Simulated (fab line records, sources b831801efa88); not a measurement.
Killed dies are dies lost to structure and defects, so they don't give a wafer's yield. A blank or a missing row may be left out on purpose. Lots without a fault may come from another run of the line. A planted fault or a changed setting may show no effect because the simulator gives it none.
A struck lot beside a sound one | flow sfq_line | 42 steps out of a route of 325
Sound: wafers L634.3, L634.4, L634.6. Struck: wafer L633.6. (L633.4, L633.5 of the same lot were not struck and are left out.) The cause comes at the end.
At each step with rows: each side's tool, then ch and its chambers, then its first start. Under that, the readings that differ: sound wafers | struck wafers | difference of the means | sigmas: that difference in standard deviations of wafers without a fault.
alike: readings whose means differ by less than 2 such deviations, and words and numbers that are the same on both sides. not compared: withheld readings, readings that some wafer has no value for, bounds like >300 that may hide the same value, and numbers for which the record gives no deviation and whose values overlap.
The two part at a step that has a row with sigmas, a row that says differs or no value, or rows on one side only. Numbers that don't overlap but have no deviation are shown without sigmas and don't part them. A reading that every wafer of one side lacks parts them only if that side has two wafers or more.

first, 6 steps without rows for these wafers: SFQ_TRILAYER_M1_LITHO_COAT_044 (resist thk 62 nm); SFQ_TRILAYER_M1_LITHO_COAT_039 (resist thk 600 nm); SFQ_TRILAYER_M1_LITHO_SOFTBAKE_043; SFQ_TRILAYER_M1_LITHO_EXPOSE_040 (exposes mask M1, target cd 500 nm); SFQ_TRILAYER_M1_LITHO_PEB_042 (peb time 60 s); SFQ_TRILAYER_M1_LITHO_DEVELOP_041 (time 60 s).
SFQ_M1_OVL_MEAS_911:
  sound on overlay-01, day 18 17:34; struck on overlay-01, day 18 10:22
  alike: M1_OVL
then, 4 steps without rows for these wafers: SFQ_TRILAYER_M1_BARC_OPEN_METAL_ETCH_054 (etches BARC in O2, target depth 125 nm, time 41.7 s); SFQ_TRILAYER_M1_ETCH_METAL_ETCH_042 (etches Nb in Cl2/Ar, stops on SiO2, target depth 240 nm, time 120 s); SFQ_TRILAYER_M1_STRIP_STRIP_043 (strips in O2); SFQ_TRILAYER_M1_STRIP_SOLV_CLEAN_044 (cleans in NMP, time 600 s).
SFQ_TRILAYER_I1_DEP_PECVD_045: deposits SiO2 from SiH4/N2O, time 111.11 s, target thk 500 nm.
  sound on pecvd-02 ch 0,2, day 18 18:44; struck on pecvd-04 ch 2, day 18 11:23
  reading                | sound          | struck | difference | sigmas
  throttle_valve_pct (%) | 25.9 25.7 25.9 | 22.7   | -3.1       | -2
  alike: heater_power_w
  not compared: since_wet_clean_h
SFQ_TRILAYER_I1_CMP_CMP_046: polishes SiO2.
  sound on cmp-02 ch 1,3, day 18 21:43; struck on cmp-01 ch 1, day 18 13:26
  reading                                             | sound           | struck | difference | sigmas
  time_to_endpoint_s (s)                              | 215 239 218     | 283    | +59        | +6
  model.SiO2_of_TRILAYER_I1_DEP_PECVD_045.thk_nm (nm) | 200.5 203.4 200 | 305.6  | +104.3     |
  alike: motor_current_A, retaining_ring_pressure_frac
SFQ_I1_BOW_MEAS_912:
  sound on film_metro-03, day 19 00:15; struck on film_metro-03, day 18 15:49
  not compared: I1_BOW
SFQ_TRILAYER_I1_METRO_MEASURE_047:
  sound on film_metro-03, day 19 00:44; struck on film_metro-03, day 18 22:21
  reading     | sound             | struck | difference | sigmas
  thk_nm (nm) | 200.5 203.4 200.0 | 305.7  | +104.4     | +80
then, 6 steps without rows for these wafers: SFQ_TRILAYER_I1_VIA_LITHO_COAT_054 (resist thk 62 nm); SFQ_TRILAYER_I1_VIA_LITHO_COAT_049 (resist thk 650 nm); SFQ_TRILAYER_I1_VIA_LITHO_SOFTBAKE_053; SFQ_TRILAYER_I1_VIA_LITHO_EXPOSE_050 (exposes mask I1, target cd 500 nm); SFQ_TRILAYER_I1_VIA_LITHO_PEB_052 (peb time 60 s); SFQ_TRILAYER_I1_VIA_LITHO_DEVELOP_051 (time 60 s).
-- the record jumps here: 5 days lie between the struck wafers' starts before and after --
SFQ_I1_OVL_MEAS_913:
  sound on overlay-01, day 24 06:31; struck on overlay-01, day 23 19:43
  alike: I1_OVL
then, 1 step without rows for these wafers: SFQ_TRILAYER_I1_VIA_BARC_OPEN_VIA_ETCH_071 (etches BARC in O2, target depth 125 nm, time 41.7 s).
SFQ_TRILAYER_I1_VIA_ETCH_VIA_ETCH_052: etches SiO2 in CHF3, stops on Nb, target depth 260 nm.
  sound on rie_diel-01 ch 0,2,3, day 24 06:35; struck on rie_diel-03 ch 1, day 23 19:47
  reading                        | sound             | struck | difference | sigmas
  oes_product_au (a.u.)          | 0.858 0.866 0.859 | 0.985  | +0.124     | +24
  model.I1.feature_depth_nm (nm) | 200.5 203.4 200   | 255.3  | +54.0      |
  model.etch.depth_nm (nm)       | 200.5 203.4 200   | 255.3  | +54.0      |
  alike: drypump_motor_current_A
SFQ_TRILAYER_I1_VIA_STRIP_STRIP_053: strips in O2.
  sound on rie_metal-01 ch 0,1, day 24 06:53; struck on rie_metal-03 ch 1, day 23 20:05
  alike: drypump_motor_current_A, oes_product_au
  not compared: rf_hours_counter_h
then, 1 step without rows for these wafers: SFQ_TRILAYER_I1_VIA_STRIP_SOLV_CLEAN_054 (cleans in NMP, time 600 s).
SFQ_TRILAYER_M2_DEP_PRE_CLEAN_056: time 22.5 s.
  sound on pvd_sputter-05, day 24 07:28; struck on pvd_sputter-04, day 23 20:40
  reading                                             | sound           | struck | difference | sigmas
  model.SiO2_of_TRILAYER_I1_DEP_PECVD_045.thk_nm (nm) | 193 195.9 192.5 | 298.1  | +104.3     |
SFQ_TRILAYER_M2_DEP_SPUTTER_055: material Nb, target thk 200 nm, time 133.3 s.
  sound on pvd_sputter-05, day 24 07:30; struck on pvd_sputter-04, day 23 20:42
  alike: throttle_valve_pct
SFQ_M2_RS_MEAS_914: measures by four-point-probe.
  sound on film_metro-01, day 24 07:38; struck on film_metro-03, day 23 20:51
  alike: M2_NB_RS
then, 6 steps without rows for these wafers: SFQ_TRILAYER_M2_LITHO_COAT_062 (resist thk 62 nm); SFQ_TRILAYER_M2_LITHO_COAT_057 (resist thk 600 nm); SFQ_TRILAYER_M2_LITHO_SOFTBAKE_061; SFQ_TRILAYER_M2_LITHO_EXPOSE_058 (exposes mask M2, target cd 500 nm); SFQ_TRILAYER_M2_LITHO_PEB_060 (peb time 60 s); SFQ_TRILAYER_M2_LITHO_DEVELOP_059 (time 60 s).
-- the record jumps here: 3 days lie between the struck wafers' starts before and after --
SFQ_M2_OVL_MEAS_916:
  sound on overlay-02, day 27 02:25; struck on overlay-01, day 26 11:56
  alike: M2_OVL
SFQ_TRILAYER_M2_BARC_OPEN_METAL_ETCH_077: etches BARC in O2, target depth 125 nm, time 41.7 s.
  sound on rie_metal-04 ch 0, day 27 02:29; struck on rie_metal-02 ch 0, day 26 11:58
  alike: drypump_motor_current_A, oes_product_au
  not compared: rf_hours_counter_h
then, 3 steps without rows for these wafers: SFQ_TRILAYER_M2_ETCH_METAL_ETCH_060 (etches Nb in Cl2/Ar, stops on SiO2, target depth 240 nm, time 120 s); SFQ_TRILAYER_M2_STRIP_STRIP_061 (strips in O2); SFQ_TRILAYER_M2_STRIP_SOLV_CLEAN_062 (cleans in NMP, time 600 s).
SFQ_TRILAYER_I2_DEP_PECVD_063: deposits SiO2 from SiH4/N2O, time 111.11 s, target thk 500 nm.
  sound on pecvd-03 ch 0,2, day 27 04:11; struck on pecvd-04 ch 2, day 26 12:57
  alike: heater_power_w, throttle_valve_pct
  not compared: since_wet_clean_h
-- the record jumps here: 50 days lie between the struck wafers' starts before and after --
SFQ_M8_BOW_MEAS_951:
  sound on film_metro-04, day 77 05:55; struck on film_metro-01, day 76 20:12
  reading                 | sound             | struck | difference | sigmas
  model.etest.i1.link_ohm | 1.946 1.943 1.963 | 1e+06  | +1e+06     |
  alike: M8_BOW

WHERE THEY PART
First at SFQ_TRILAYER_I1_DEP_PECVD_045; last, within this record, at SFQ_TRILAYER_I1_VIA_ETCH_VIA_ETCH_052. Later steps at which nothing parts them and some readings are alike: SFQ_TRILAYER_I1_VIA_STRIP_STRIP_053, SFQ_TRILAYER_M2_DEP_SPUTTER_055, SFQ_M2_RS_MEAS_914, SFQ_M2_OVL_MEAS_916, SFQ_TRILAYER_M2_BARC_OPEN_METAL_ETCH_077, SFQ_TRILAYER_I2_DEP_PECVD_063, SFQ_M8_BOW_MEAS_951.

WHY: what the simulator had put in
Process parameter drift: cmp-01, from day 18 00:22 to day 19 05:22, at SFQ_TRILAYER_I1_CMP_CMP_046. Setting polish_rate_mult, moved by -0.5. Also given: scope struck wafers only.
